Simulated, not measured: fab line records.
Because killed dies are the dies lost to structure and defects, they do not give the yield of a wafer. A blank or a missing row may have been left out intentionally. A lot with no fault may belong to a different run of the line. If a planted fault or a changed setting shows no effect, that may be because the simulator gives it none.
A lot that was struck, set against a sound lot | flow sky130 | 14 steps out of a route of 708
Sound: wafers L546.1, L546.3, L546.5. Struck: wafers L549.2, L549.3, L549.5. Last of all comes the cause.
Per side, at each step with rows, come the tool, then ch with its chambers, and then its first start. Under that, the readings that differ: sound wafers | struck wafers | difference of the means | sigmas: that difference in standard deviations of wafers without a fault.
alike: readings whose means differ by less than 2 such deviations, and words and numbers that are the same on both sides. not compared: withheld readings, readings that some wafer has no value for, bounds like >300 that may hide the same value, and numbers for which the record gives no deviation and whose values overlap.
A row with sigmas, a row that says differs or no value, or rows on one side alone: a step with any of these is where the two part. When numbers do not overlap yet have no deviation, they are printed without sigmas and do not part them. Lack of a reading on every wafer of one side parts them only where that side has two or more wafers.

first, 2 steps without rows for these wafers: SKY_RES_PROTECT_DEVELOP_06 (develop time 60 s); SKY_POLY_GATE_IMPLANT_02.
SKY_RES_PROTECT_STRIP_07: strips in O2/N2.
  sound on plasma asher-02 ch 0,1, day 17 23:56; struck on plasma asher-03 ch 0,1, day 19 07:05
  alike: chamber pressure mTorr, drypump motor current A, oes product au, strip time to endpoint s
  not compared: rf hours counter h
SKY_RES_PROTECT_TW_MEAS_08:
  sound: film metro-01 at day 18 00:02; struck: film metro-04 at day 19 07:12
  alike: POLY_GATE_TW
then, 2 steps without rows for these wafers: SKY_RES_PROTECT_CLEAN_09 (cleans in SC1/SC2, time 150 s); SKY_POLY_GATE_CVD_03 (deposits Si3N4 from DCS/NH3, target thk 75 nm, time 1290 s).
SKY_POLY_GATE_THK_MEAS_04:
  sound: film metro-04 at day 18 02:41; struck: film metro-02 at day 19 08:41
  alike: POLY_GATE_CVD_03_THK
then, 5 steps without rows for these wafers: SKY_POLY_GATE_DEHYDRATE_05 (time 60 s); SKY_POLY_GATE_HMDS_06 (prime time 60 s); SKY_POLY_GATE_COAT_07 (resist thk 110 nm); SKY_POLY_GATE_COAT_08 (resist thk 450 nm); SKY_POLY_GATE_SOFTBAKE_09 (time 90 s).
SKY_POLY_GATE_EXPOSE_10: exposes mask P1M, target cd 150 nm.
  sound on krf scanner-01 ch 0, day 18 17:53; struck on krf scanner-02, day 20 00:03
  no value came back on the struck wafers for exposure dose mJ cm2, focus offset nm (nm); on the sound wafers exposure dose mJ cm2 reads 27.832 27.842 27.821
  alike: mask
following that, these wafers have no rows for 1 step: SKY_POLY_GATE_PEB_11.

== WHERE THEY PART ==
Only at SKY_POLY_GATE_EXPOSE_10, as far as this record shows.

WHY: the cause the simulator had injected
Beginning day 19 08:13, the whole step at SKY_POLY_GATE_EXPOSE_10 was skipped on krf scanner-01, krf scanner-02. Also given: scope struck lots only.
